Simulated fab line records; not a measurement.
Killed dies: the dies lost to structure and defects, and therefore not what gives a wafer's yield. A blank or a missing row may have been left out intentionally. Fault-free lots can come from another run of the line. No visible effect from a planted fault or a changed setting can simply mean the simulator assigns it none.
fab line records	flow sky130
record: lots: 12	wafers: 36	last_day: 50
route steps=708 shown VIA2@520 METAL3@533 CAPM@537 PAD_OPEN@708
lots with no fault: from the same line, run without faults
start_h: the number of hours between the record's first day and the start of the first shown wafer of the lot	wait_h: time in hours since the lot's previous step	" unchanged from the row above	L1.1+2: one row covering several wafers at once	- no value present, or no start provided	* or withheld: withheld	< > ~ a bound
route shown NAME@n: a module of which the file shows steps, and the number in the route of the first	usual: mean and standard deviation over wafers with no fault	same: alike in all rows	chamber/n: place in a boat	sites: the reading at each site	_std_site: standard deviation of those values	_edge_site: inner sites' mean taken away from outer sites' mean	radius_mm: how far each site lies from the wafer's centre	mask NAME#n: copy n	behind: the tool/chamber that last shaped the wafer	hold: cause of the lot's hold/its duration in hours/its outcome	device: whichever transistor did not switch (one of n, p or np)	end of line: the same wafers' tests at the end of the route	a step given without rows: its recipe and nothing more	killed: at the first sort, the dies lost to defects and structure; wafer yield is something else	map: shows each die of a wafer: x if killed, . if not, _ if none is there
set.NAME: the setting as run; set.NAME@STEP: as run at that earlier step	model.NAME: the simulator's own value behind a step, which no gauge read
the route's steps for a sample of lots (tables are steps, rows are wafers)
services: from which hour (start_h, from the record's first day; less than 0 if before it) a tool's chamber was out of use, for how many hours, and why
== steps ==
step: SKY_VIA2_OVL_MEAS_13
usual: VIA2_OVL: 2/6.5
lot.wafer	tool	chamber	start_h	wait_h	VIA2_OVL[nm]
L603.3	overlay-02	-	857.14	0.1	-3
L603.4	"	-	"	"	-7
L603.5	"	-	"	"	2
L604.1	overlay-01	-	865.68	0.1	1
L604.3	"	-	"	"	4
L604.4	"	-	"	"	-1
L605.1	overlay-01	-	875.98	0.1	1
L605.2	"	-	"	"	9
L605.5	"	-	"	"	5
L606.1	overlay-02	-	881.73	0.1	8
L606.2	"	-	"	"	6
L606.3	"	-	"	"	5
L607.1	overlay-02	-	890.98	0.1	-8
L607.2	"	-	"	"	-9
L607.6	"	-	"	"	-3
L608.1	overlay-01	-	901.83	0.1	-7
L608.2	"	-	"	"	0
L608.5	"	-	"	"	-6
L613.2	overlay-01	-	943.89	0.1	7
L613.3	"	-	"	"	7
L613.6	"	-	"	"	13
L618.1	overlay-01	-	968.88	0.1	-3
L618.2	"	-	"	"	8
L618.5	"	-	"	"	6
L619.2	overlay-02	-	986.49	0.1	6
L619.3	"	-	"	"	4
L619.6	"	-	"	"	11
L621.3	overlay-02	-	988.24	0.1	7
L621.4	"	-	"	"	3
L621.6	"	-	"	"	6
L623.1	overlay-02	-	1003.08	0.1	18
L623.3	"	-	"	"	13
L623.5	"	-	"	"	12
L624.2	overlay-02	-	1011.64	0.1	-9
L624.3	"	-	"	"	1
L624.6	"	-	"	"	-6
step: SKY_VIA2_ETCH_14
recipe: chemistry: N2/H2	target: BARC	ion_energy_ev: 200	source_w: 500	bias_w: 100	pressure_mtorr: 30	n2_flow_sccm: 100	h2_flow_sccm: 200	stop_on: SiO2	time_s: 45.9	target_depth_a: 600
usual: bias_w: 100.0/0.32	drypump_motor_current_A: 5.8/0.32	oes_product_au: 0.854/0.0046	throttle_valve_pct: 13.224/0.009
lot.wafer	tool	chamber	start_h	wait_h	bias_w	drypump_motor_current_A	oes_product_au	rf_hours_counter_h	throttle_valve_pct
L603.3	rie_diel-01	2	857.17	0.0	100.3	6.1	0.860	2	13.233
L603.4	"	1	"	"	99.9	5.8	0.865	10	13.219
L603.5	"	3	"	"	99.7	5.3	0.857	-	13.242
L604.1	rie_diel-03	3	865.71	0.0	99.8	5.6	0.848	21	13.220
L604.3	"	0	"	"	100.2	5.1	0.851	4	13.230
L604.4	"	2	"	"	99.7	5.7	0.853	12	13.233
L605.1	rie_diel-01	1	876.01	0.0	100.0	5.8	0.855	10	13.225
L605.2	"	0	"	"	100.1	5.7	0.852	7	13.214
L605.5	"	2	"	"	100.2	6.1	0.847	-	13.228
L606.1	rie_diel-04	2	881.77	0.0	100.2	6.2	0.852	7	13.236
L606.2	"	1	"	"	100.3	6.1	0.850	10	13.217
L606.3	"	0	"	"	99.7	5.8	0.855	2	13.226
L607.1	rie_diel-01	0	891.02	0.0	99.9	5.7	0.856	8	13.220
L607.2	"	1	"	"	100.2	5.8	0.859	11	13.252
L607.6	"	0	"	"	99.8	5.7	0.866	-	13.207
L608.1	rie_diel-01	0	901.87	0.0	100.2	5.7	0.852	9	13.221
L608.2	"	1	"	"	99.2	5.8	0.849	12	13.213
L608.5	"	1	"	"	99.5	5.8	0.851	-	13.222
L613.2	rie_diel-01	3	943.92	0.0	100.4	5.3	0.858	22	13.229
L613.3	"	0	"	"	100.3	5.7	0.851	10	13.214
L613.6	"	0	"	"	100.3	5.7	0.859	-	13.232
L618.1	rie_diel-01	0	968.91	0.0	100.2	5.7	0.855	11	13.234
L618.2	"	2	"	"	100.0	6.1	0.846	4	13.230
L618.5	"	0	"	"	99.8	5.7	0.855	-	13.228
L619.2	rie_diel-03	0	986.52	0.0	99.9	5.1	0.857	7	13.211
L619.3	"	1	"	"	100.7	6.2	0.854	19	13.228
L619.6	"	0	"	"	100.0	5.1	0.851	-	13.239
L621.3	rie_diel-04	1	988.27	0.0	100.0	6.1	0.859	13	13.223
L621.4	"	2	"	"	99.4	6.2	0.854	10	13.229
L621.6	"	2	"	"	100.2	6.2	0.854	-	13.243
L623.1	rie_diel-01	2	1003.12	0.0	100.1	6.1	0.853	5	13.214
L623.3	"	3	"	"	99.9	5.3	0.853	24	13.226
L623.5	"	1	"	"	99.6	5.8	0.854	-	13.222
L624.2	rie_diel-01	1	1011.67	0.0	99.8	5.8	0.848	16	13.239
L624.3	"	2	"	"	99.9	6.1	0.858	6	13.236
L624.6	"	2	"	"	100.0	6.1	0.854	-	13.224
step: SKY_METAL3_SPUTTER_01
recipe: material: TiN	target_thk_nm: 20	power_w: 6500	time_s: 16.7	chamber_pressure_pa: 0.4
usual: throttle_valve_pct: 30.3/0.89
lot.wafer	tool	chamber	start_h	wait_h	throttle_valve_pct
L603.3	pvd_sputter-02	-	858.57	0.0	29.9
L603.4	"	-	"	"	30.8
L603.5	"	-	"	"	29.9
L604.1	pvd_sputter-02	-	867.14	0.0	30.0
L604.3	"	-	"	"	30.2
L604.4	"	-	"	"	31.2
L605.1	pvd_sputter-04	-	877.41	0.0	30.3
L605.2	"	-	"	"	28.9
L605.5	"	-	"	"	31.5
L606.1	pvd_sputter-02	-	883.16	0.0	31.1
L606.2	"	-	"	"	30.1
L606.3	"	-	"	"	30.8
L607.1	pvd_sputter-02	-	892.51	0.0	30.8
L607.2	"	-	"	"	31.2
L607.6	"	-	"	"	31.0
L608.1	pvd_sputter-02	-	903.30	0.0	31.4
L608.2	"	-	"	"	29.8
L608.5	"	-	"	"	31.1
L613.2	pvd_sputter-04	-	945.61	0.0	30.4
L613.3	"	-	"	"	27.9
L613.6	"	-	"	"	30.7
L618.1	pvd_sputter-02	-	970.31	0.0	29.8
L618.2	"	-	"	"	30.3
L618.5	"	-	"	"	30.0
L619.2	pvd_sputter-04	-	987.91	0.0	30.4
L619.3	"	-	"	"	28.2
L619.6	"	-	"	"	29.0
L621.3	pvd_sputter-02	-	989.88	0.0	30.2
L621.4	"	-	"	"	30.2
L621.6	"	-	"	"	29.7
L623.1	pvd_sputter-03	-	1004.52	0.0	31.4
L623.3	"	-	"	"	29.2
L623.5	"	-	"	"	31.5
L624.2	pvd_sputter-03	-	1013.07	0.0	29.6
L624.3	"	-	"	"	31.7
L624.6	"	-	"	"	31.4
step: SKY_CAPM_CVD_00
recipe: material: SiO2	target_thk_nm: 15.5	temp_c: 400	time_s: withheld	rf_w: 450
usual: heater_power_w: 744/94	rf_fwd_power_W: 440.7/2.1
lot.wafer	tool	chamber	start_h	wait_h	heater_power_w	rf_fwd_power_W
L603.3	pecvd-01	0	858.71	0.0	828	437.5
L603.4	"	2	"	"	832	442.0
L603.5	"	0	"	"	774	438.6
L604.1	pecvd-01	0	867.27	0.0	738	438.8
L604.3	"	1	"	"	691	439.5
L604.4	"	1	"	"	680	439.6
L605.1	pecvd-04	1	877.54	0.0	644	441.6
L605.2	"	2	"	"	631	436.9
L605.5	"	1	"	"	656	442.1
L606.1	pecvd-03	1	883.29	0.0	691	440.7
L606.2	"	0	"	"	796	437.9
L606.3	"	2	"	"	681	443.6
L607.1	pecvd-04	0	892.64	0.0	933	441.6
L607.2	"	2	"	"	702	437.5
L607.6	"	1	"	"	679	442.0
L608.1	pecvd-03	2	903.43	0.0	697	442.7
L608.2	"	1	"	"	749	441.3
L608.5	"	2	"	"	720	441.9
L613.2	pecvd-01	0	945.74	0.0	749	439.8
L613.3	"	2	"	"	793	442.5
L613.6	"	1	"	"	673	442.2
L618.1	pecvd-01	0	970.45	0.0	783	511.5
L618.2	"	1	"	"	561	512.5
L618.5	"	0	"	"	734	509.3
L619.2	pecvd-01	2	988.04	0.0	823	513.4
L619.3	"	1	"	"	644	512.7
L619.6	"	1	"	"	657	511.8
L621.3	pecvd-04	0	990.02	0.0	987	440.6
L621.4	"	1	"	"	717	444.3
L621.6	"	1	"	"	714	442.6
L623.1	pecvd-03	1	1004.65	0.0	731	441.0
L623.3	"	2	"	"	604	441.4
L623.5	"	0	"	"	803	438.8
L624.2	pecvd-04	2	1013.22	0.0	599	440.2
L624.3	"	2	"	"	596	439.9
L624.6	"	2	"	"	613	440.3
step: SKY_PAD_OPEN_PROBE_99
usual: defect_limited_yield: 82.5/1.8	killed_at_M0_to_M3: 42/6.6	killed_at_M4_up: 3.0/1.8	killed_at_contacts: 25/5.1	killed_at_front_end: 15/4.4	killed_at_other: 0.3/0.56	killed_dies: 86/8.6	killed_open: 47/6.9	killed_short: 38/6	sort_bin_3_pad_short: 0.8/0.42	sort_bin_5_function: 10.6/1.5	sort_bin_6_memory: 6.1/1.1	sort_n_pass: 406/8.6	sort_yield_pct: 82.5/1.8
same: gross_dies: 492	killed_at_back_side: 0	sort_bin_4_leakage[%]: 0	sort_bin_8_speed[%]: 0
lot.wafer	tool	chamber	start_h	wait_h	defect_limited_yield[%]	killed_at_M0_to_M3	killed_at_M4_up	killed_at_contacts	killed_at_front_end	killed_at_other	killed_dies	killed_open	killed_short	sort_bin_3_pad_short[%]	sort_bin_5_function[%]	sort_bin_6_memory[%]	sort_n_pass	sort_yield_pct[%]
L603.3	prober-01	-	1081.33	0.2	80.5	53	5	27	11	0	96	51	45	1.0	11.0	7.5	396	80.5
L603.4	prober-01	-	1081.38	0.2	82.7	44	4	24	13	0	85	47	38	0.6	10.4	6.3	407	82.7
L603.5	prober-01	-	1081.43	0.2	81.9	43	5	25	16	0	89	43	46	0.6	12.0	5.5	403	81.9
L604.1	prober-02	-	1087.36	0.1	82.7	37	3	25	20	0	85	44	41	0.6	11.2	5.5	407	82.7
L604.3	prober-02	-	1087.46	0.2	80.7	34	2	45	14	0	95	61	34	0.4	11.2	7.7	397	80.7
L604.4	prober-02	-	1087.51	0.2	82.5	45	3	31	7	0	86	41	45	0.4	11.4	5.7	406	82.5
L605.1	prober-01	-	1097.57	0.1	78.9	50	6	32	16	0	104	56	48	1.6	11.6	7.9	388	78.9
L605.2	prober-01	-	1097.62	0.1	82.9	43	3	24	13	1	84	40	44	1.0	10.0	6.1	408	82.9
L605.5	prober-01	-	1097.77	0.2	84.3	40	5	24	8	0	77	37	39	0.8	8.1	6.7	415	84.3
L606.1	prober-02	-	1100.53	0.1	82.3	37	0	33	16	1	87	50	37	1.4	11.0	5.3	405	82.3
L606.2	prober-02	-	1100.58	0.1	82.5	37	3	26	20	0	86	47	39	0.6	8.7	8.1	406	82.5
L606.3	prober-02	-	1100.63	0.2	81.7	41	3	32	14	0	90	47	43	1.2	10.6	6.5	402	81.7
L607.1	prober-01	-	1107.18	0.1	79.5	48	6	24	23	0	101	51	50	0.4	15.0	5.1	391	79.5
L607.2	prober-01	-	1107.23	0.1	78.0	52	0	33	23	0	108	63	45	1.0	14.2	6.7	384	78.0
L607.6	prober-01	-	1107.43	0.2	82.5	40	3	24	18	1	86	46	40	0.8	9.1	7.5	406	82.5
L608.1	prober-02	-	1117.53	0.1	83.7	44	1	23	11	1	80	48	32	0.2	9.3	6.7	412	83.7
L608.2	prober-02	-	1117.58	0.1	84.6	32	3	29	12	0	76	32	44	1.4	10.6	3.5	416	84.6
L608.5	prober-02	-	1117.73	0.2	79.9	49	2	31	17	0	99	55	44	0.8	12.8	6.5	393	79.9
L613.2	prober-01	-	1151.73	0.1	80.5	48	2	26	19	1	96	45	51	1.4	12.2	5.9	396	80.5
L613.3	prober-01	-	1151.78	0.2	80.3	41	3	37	16	0	97	52	45	0.6	11.8	7.3	395	80.3
L613.6	prober-01	-	1151.93	0.2	80.7	44	2	26	23	0	95	45	50	0.6	11.4	7.3	397	80.7
L618.1	prober-02	-	1168.08	0.1	83.9	46	2	21	10	0	79	50	29	0.8	9.6	5.7	413	83.9
L618.2	prober-02	-	1168.13	0.1	81.9	41	3	23	21	1	89	49	39	1.2	11.0	5.9	403	81.9
L618.5	prober-02	-	1168.28	0.2	85.0	36	3	22	13	0	74	38	36	0	8.1	6.9	418	85.0
L619.2	prober-01	-	1180.70	0.1	80.7	48	3	29	15	0	95	53	40	1.2	11.4	6.7	397	80.7
L619.3	prober-01	-	1180.75	0.2	81.7	46	4	31	9	0	90	55	34	0.6	11.2	6.5	402	81.7
L619.6	prober-01	-	1180.90	0.2	78.9	54	4	28	17	1	104	54	49	1.8	12.0	7.3	388	78.9
L621.3	prober-01	-	1182.91	0.2	82.1	49	0	25	14	0	88	46	42	0.6	10.6	6.7	404	82.1
L621.4	prober-01	-	1182.96	0.2	83.3	36	7	22	15	2	82	48	34	1.0	11.2	4.5	410	83.3
L621.6	prober-01	-	1183.06	0.2	85.2	34	3	23	12	1	73	45	28	0.6	9.1	5.1	419	85.2
L623.1	prober-01	-	1194.63	0.1	83.1	47	4	17	15	0	83	52	31	1.0	10.6	5.3	409	83.1
L623.3	prober-01	-	1194.73	0.2	83.9	41	2	23	13	0	79	42	37	0	9.8	6.3	413	83.9
L623.5	prober-01	-	1194.83	0.2	81.7	44	3	29	12	2	90	48	42	1.2	11.2	5.9	402	81.7
L624.2	prober-02	-	1198.58	0.1	82.3	45	7	25	9	1	87	49	38	0.6	10.6	6.5	405	82.3
L624.3	prober-02	-	1198.63	0.2	80.1	42	5	36	15	0	98	56	42	0.8	13.2	5.9	394	80.1
L624.6	prober-02	-	1198.78	0.2	84.3	43	1	20	13	0	77	47	30	0.6	8.5	6.5	415	84.3
killed by level:class
L603.3 VIA1:geometric_particle:open=13 CONTACT:geometric_particle:open=10 METAL3:geometric_particle:short=6 LI_CONTACT:geometric_particle:open=5 METAL1:geometric_particle:short=5 VIA3:geometric_particle:open=5 VIA1:geometric_particle:short=4 LI_CONTACT:geometric_particle:short=4
L603.4 VIA1:geometric_particle:open=13 CONTACT:geometric_particle:open=8 METAL1:geometric_particle:short=6 VIA3:geometric_particle:open=6 CONTACT:geometric_particle:short=6 LOCAL_INTERCONNECT:geometric_particle:short=5 METAL2:geometric_particle:short=5 LI_CONTACT:geometric_particle:open=4
L603.5 CONTACT:geometric_particle:open=12 VIA1:geometric_particle:open=7 METAL1:geometric_particle:short=6 VIA2:geometric_particle:open=6 POLY_GATE:geometric_particle:open=5 CONTACT:geometric_particle:short=5 VIA1:geometric_particle:short=5 METAL2:geometric_particle:short=5
L604.1 VIA1:geometric_particle:open=11 CONTACT:geometric_particle:open=10 FIELD_ISO:geometric_particle:short=7 POLY_GATE:geometric_particle:short=6 VIA2:geometric_particle:open=6 LI_CONTACT:geometric_particle:open=5 LOCAL_INTERCONNECT:geometric_particle:short=5 METAL2:geometric_particle:short=5
L604.3 CONTACT:geometric_particle:open=18 LI_CONTACT:geometric_particle:open=16 VIA2:geometric_particle:open=7 METAL1:geometric_particle:short=5 POLY_GATE:geometric_particle:open=4 POLY_GATE:geometric_particle:short=4 LOCAL_INTERCONNECT:geometric_particle:open=3 SPACER:geometric_particle:open=3
L604.4 VIA1:geometric_particle:open=11 CONTACT:geometric_particle:open=10 VIA1:geometric_particle:short=8 METAL2:geometric_particle:short=7 LI_CONTACT:geometric_particle:open=6 CONTACT:geometric_particle:short=6 METAL1:geometric_particle:short=5 LI_CONTACT:geometric_particle:short=4
L605.1 CONTACT:geometric_particle:open=12 VIA2:geometric_particle:open=8 LI_CONTACT:geometric_particle:open=7 LOCAL_INTERCONNECT:geometric_particle:short=7 METAL2:geometric_particle:short=7 POLY_GATE:geometric_particle:open=6 METAL3:geometric_particle:short=6 VIA3:geometric_particle:open=6
L605.2 CONTACT:geometric_particle:open=8 VIA2:geometric_particle:open=8 VIA1:geometric_particle:open=8 VIA3:geometric_particle:open=7 CONTACT:geometric_particle:short=6 FIELD_ISO:geometric_particle:short=5 LOCAL_INTERCONNECT:geometric_particle:short=5 METAL1:geometric_particle:short=4
L605.5 LI_CONTACT:geometric_particle:open=10 METAL1:geometric_particle:short=8 VIA1:geometric_particle:open=7 METAL2:geometric_particle:short=6 CONTACT:geometric_particle:open=5 VIA2:geometric_particle:short=5 LOCAL_INTERCONNECT:geometric_particle:short=4 METAL2:geometric_particle:open=4
L606.1 CONTACT:geometric_particle:open=13 VIA1:geometric_particle:open=9 CONTACT:geometric_particle:short=7 LI_CONTACT:geometric_particle:open=7 FIELD_ISO:geometric_particle:open=6 METAL1:geometric_particle:short=6 VIA3:geometric_particle:open=5 METAL3:geometric_particle:short=4
L606.2 CONTACT:geometric_particle:open=11 LI_CONTACT:geometric_particle:open=8 METAL1:geometric_particle:short=7 FIELD_ISO:geometric_particle:short=6 VIA3:geometric_particle:open=6 VIA1:geometric_particle:short=5 POLY_GATE:geometric_particle:short=4 POLY_GATE:geometric_particle:open=4
L606.3 CONTACT:geometric_particle:open=10 LI_CONTACT:geometric_particle:open=10 METAL1:geometric_particle:short=8 CONTACT:geometric_particle:short=7 VIA1:geometric_particle:open=6 VIA3:geometric_particle:open=6 VIA3:geometric_particle:short=6 FIELD_ISO:geometric_particle:open=4
L607.1 CONTACT:geometric_particle:open=9 VIA1:geometric_particle:open=9 FIELD_ISO:geometric_particle:short=8 VIA2:geometric_particle:open=8 LOCAL_INTERCONNECT:geometric_particle:short=7 VIA1:geometric_particle:short=7 METAL4:geometric_particle:short=6 VIA3:geometric_particle:open=6
L607.2 CONTACT:geometric_particle:open=12 LI_CONTACT:geometric_particle:open=11 VIA1:geometric_particle:open=9 VIA2:geometric_particle:open=9 POLY_GATE:geometric_particle:open=7 METAL1:geometric_particle:short=5 VIA2:geometric_particle:short=5 VIA3:geometric_particle:open=5
L607.6 VIA1:geometric_particle:open=9 LI_CONTACT:geometric_particle:open=8 VIA2:geometric_particle:open=8 FIELD_ISO:geometric_particle:open=6 CONTACT:geometric_particle:open=6 FIELD_ISO:geometric_particle:short=5 VIA2:geometric_particle:short=5 POLY_GATE:geometric_particle:short=4
L608.1 VIA1:geometric_particle:open=12 VIA2:geometric_particle:open=10 CONTACT:geometric_particle:open=9 LI_CONTACT:geometric_particle:open=7 FIELD_ISO:geometric_particle:short=5 LOCAL_INTERCONNECT:geometric_particle:short=4 VIA2:geometric_particle:short=4 CONTACT:geometric_particle:short=3
L608.2 METAL2:geometric_particle:short=9 LI_CONTACT:geometric_particle:short=7 LI_CONTACT:geometric_particle:open=7 CONTACT:geometric_particle:open=7 VIA2:geometric_particle:open=5 FIELD_ISO:geometric_particle:open=4 LOCAL_INTERCONNECT:geometric_particle:short=4 METAL1:geometric_particle:short=4
L608.5 VIA1:geometric_particle:open=13 CONTACT:geometric_particle:open=10 LI_CONTACT:geometric_particle:open=8 METAL1:geometric_particle:short=7 POLY_GATE:geometric_particle:open=5 METAL2:geometric_particle:short=5 VIA3:geometric_particle:open=5 FIELD_ISO:geometric_particle:open=4
L613.2 VIA1:geometric_particle:open=10 CONTACT:geometric_particle:short=9 CONTACT:geometric_particle:open=9 VIA2:geometric_particle:open=8 METAL1:geometric_particle:short=6 VIA1:geometric_particle:short=6 METAL2:geometric_particle:short=6 POLY_GATE:geometric_particle:open=5
L613.3 CONTACT:geometric_particle:open=15 FIELD_ISO:geometric_particle:open=8 LI_CONTACT:geometric_particle:open=8 METAL1:geometric_particle:short=8 CONTACT:geometric_particle:short=7 VIA1:geometric_particle:open=6 VIA2:geometric_particle:short=6 VIA2:geometric_particle:open=6
L613.6 CONTACT:geometric_particle:open=10 VIA1:geometric_particle:open=10 CONTACT:geometric_particle:short=9 VIA1:geometric_particle:short=8 FIELD_ISO:geometric_particle:short=6 VIA3:geometric_particle:open=6 POLY_GATE:geometric_particle:short=5 LI_CONTACT:geometric_particle:open=4
L618.1 VIA1:geometric_particle:open=13 METAL1:geometric_particle:short=8 VIA3:geometric_particle:open=8 LI_CONTACT:geometric_particle:open=7 CONTACT:geometric_particle:open=7 FIELD_ISO:geometric_particle:open=4 POLY_GATE:geometric_particle:open=4 METAL3:geometric_particle:short=4
L618.2 VIA1:geometric_particle:open=11 FIELD_ISO:geometric_particle:short=9 VIA3:geometric_particle:open=9 CONTACT:geometric_particle:open=8 FIELD_ISO:geometric_particle:open=5 LI_CONTACT:geometric_particle:open=5 METAL3:geometric_particle:short=5 CONTACT:geometric_particle:short=4
L618.5 CONTACT:geometric_particle:open=11 VIA1:geometric_particle:open=8 METAL3:geometric_particle:short=6 POLY_GATE:geometric_particle:open=5 METAL1:geometric_particle:short=5 LOCAL_INTERCONNECT:geometric_particle:short=4 VIA2:geometric_particle:open=4 POLY_GATE:geometric_particle:short=3
L619.2 CONTACT:geometric_particle:open=15 VIA1:geometric_particle:open=12 METAL1:geometric_particle:short=9 VIA2:geometric_particle:open=9 CONTACT:geometric_particle:short=7 FIELD_ISO:geometric_particle:open=6 METAL2:geometric_particle:short=6 VIA3:geometric_particle:open=4
L619.3 VIA2:geometric_particle:open=14 CONTACT:geometric_particle:open=13 VIA1:geometric_particle:open=10 CONTACT:geometric_particle:short=8 LI_CONTACT:geometric_particle:open=5 FIELD_ISO:geometric_particle:open=4 METAL1:geometric_particle:short=4 METAL2:geometric_particle:short=4
L619.6 VIA1:geometric_particle:open=10 LI_CONTACT:geometric_particle:open=9 CONTACT:geometric_particle:short=9 VIA2:geometric_particle:open=9 CONTACT:geometric_particle:open=8 METAL1:geometric_particle:short=7 VIA1:geometric_particle:short=7 FIELD_ISO:geometric_particle:short=5
L621.3 VIA1:geometric_particle:open=11 CONTACT:geometric_particle:open=7 LOCAL_INTERCONNECT:geometric_particle:short=6 POLY_GATE:geometric_particle:open=5 METAL1:geometric_particle:short=5 VIA1:geometric_particle:short=5 POLY_GATE:geometric_particle:short=4 LI_CONTACT:geometric_particle:open=4
L621.4 VIA2:geometric_particle:open=10 VIA1:geometric_particle:open=9 LI_CONTACT:geometric_particle:open=7 METAL4:geometric_particle:short=7 CONTACT:geometric_particle:open=6 CONTACT:geometric_particle:short=5 METAL1:geometric_particle:short=5 VIA3:geometric_particle:open=5
L621.6 LI_CONTACT:geometric_particle:open=8 VIA1:geometric_particle:open=8 CONTACT:geometric_particle:open=7 FIELD_ISO:geometric_particle:short=6 VIA2:geometric_particle:open=6 METAL2:geometric_particle:short=5 LI_CONTACT:geometric_particle:short=4 VIA3:geometric_particle:open=4
L623.1 VIA1:geometric_particle:open=14 VIA2:geometric_particle:open=11 CONTACT:geometric_particle:open=6 POLY_GATE:geometric_particle:open=6 VIA3:geometric_particle:open=6 LOCAL_INTERCONNECT:geometric_particle:short=5 METAL2:geometric_particle:short=5 FIELD_ISO:geometric_particle:open=4
L623.3 CONTACT:geometric_particle:open=11 VIA3:geometric_particle:open=7 VIA1:geometric_particle:open=6 VIA1:geometric_particle:short=6 LOCAL_INTERCONNECT:geometric_particle:short=5 METAL2:geometric_particle:short=5 VIA2:geometric_particle:open=5 POLY_GATE:geometric_particle:short=4
L623.5 VIA1:geometric_particle:open=11 CONTACT:geometric_particle:open=9 VIA3:geometric_particle:open=8 CONTACT:geometric_particle:short=8 VIA2:geometric_particle:short=6 VIA2:geometric_particle:open=5 POLY_GATE:geometric_particle:short=4 LI_CONTACT:geometric_particle:open=4
L624.2 VIA1:geometric_particle:open=10 CONTACT:geometric_particle:open=9 VIA3:geometric_particle:open=8 VIA2:geometric_particle:open=7 LI_CONTACT:geometric_particle:open=6 METAL4:geometric_particle:short=6 VIA2:geometric_particle:short=6 VIA1:geometric_particle:short=5
L624.3 VIA1:geometric_particle:open=12 LI_CONTACT:geometric_particle:open=9 CONTACT:geometric_particle:open=9 CONTACT:geometric_particle:short=7 VIA2:geometric_particle:open=7 VIA3:geometric_particle:open=6 LI_CONTACT:geometric_particle:short=5 LOCAL_INTERCONNECT:geometric_particle:short=5
L624.6 VIA1:geometric_particle:open=16 CONTACT:geometric_particle:open=10 VIA1:geometric_particle:short=6 LI_CONTACT:geometric_particle:open=5 FIELD_ISO:geometric_particle:open=4 FIELD_ISO:geometric_particle:short=4 METAL1:geometric_particle:short=4 LOCAL_INTERCONNECT:geometric_particle:short=3
== services ==
tool	chamber	start_h	hours	kind
pecvd-01	-	834.75	1.8	repair
pecvd-01	1	837.00	-	clean
pecvd-01	1	837.00	-	consumable_replace:showerhead
pvd_sputter-04	-	845.26	5.4	repair
pvd_sputter-04	-	848.16	11.0	repair
pvd_sputter-03	-	856.92	1.0	repair
rie_diel-04	-	872.70	1.5	repair
rie_diel-01	2	878.85	34.8	repair
rie_diel-01	3	883.12	3.0	repair
pecvd-03	2	890.67	5.8	repair
pecvd-03	-	894.77	2.5	repair
rie_diel-04	2	898.37	2.0	repair
pecvd-04	1	902.56	23.6	repair
rie_diel-03	-	905.88	0.6	repair
pvd_sputter-02	-	906.10	0.5	repair
rie_diel-04	3	909.89	7.0	repair
rie_diel-04	1	915.96	9.0	repair
pvd_sputter-03	-	916.19	1.5	repair
rie_diel-03	3	918.45	7.8	repair
pecvd-04	2	980.88	10.6	repair
pvd_sputter-04	-	991.57	2.5	repair
rie_diel-01	0	993.26	65.1	repair
pecvd-03	1	999.80	4.8	repair
pecvd-04	1	1011.98	8.4	repair
== key ==
first_sign: step: SKY_CAPM_CVD_00	reading: rf_fwd_power_W	direction: up	sigmas: 35	usual: 440.7	struck: 511.9
effect none on later readings
met_at SKY_CAPM_CVD_00
struck_lots L618,L619
not_acting_at SKY_VIA2_OVL_MEAS_13,SKY_VIA2_ETCH_14,SKY_METAL3_SPUTTER_01
onset_between 945.74 970.45
fault: kind: process_parameter_drift	tool: pecvd-01	chamber: -	onset_h: 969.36	steps: SKY_CAPM_CVD_00	channel: rf_w	offset: 72	shape: step	end_h: 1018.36	acts_in: these_recipes_only	stated: 450
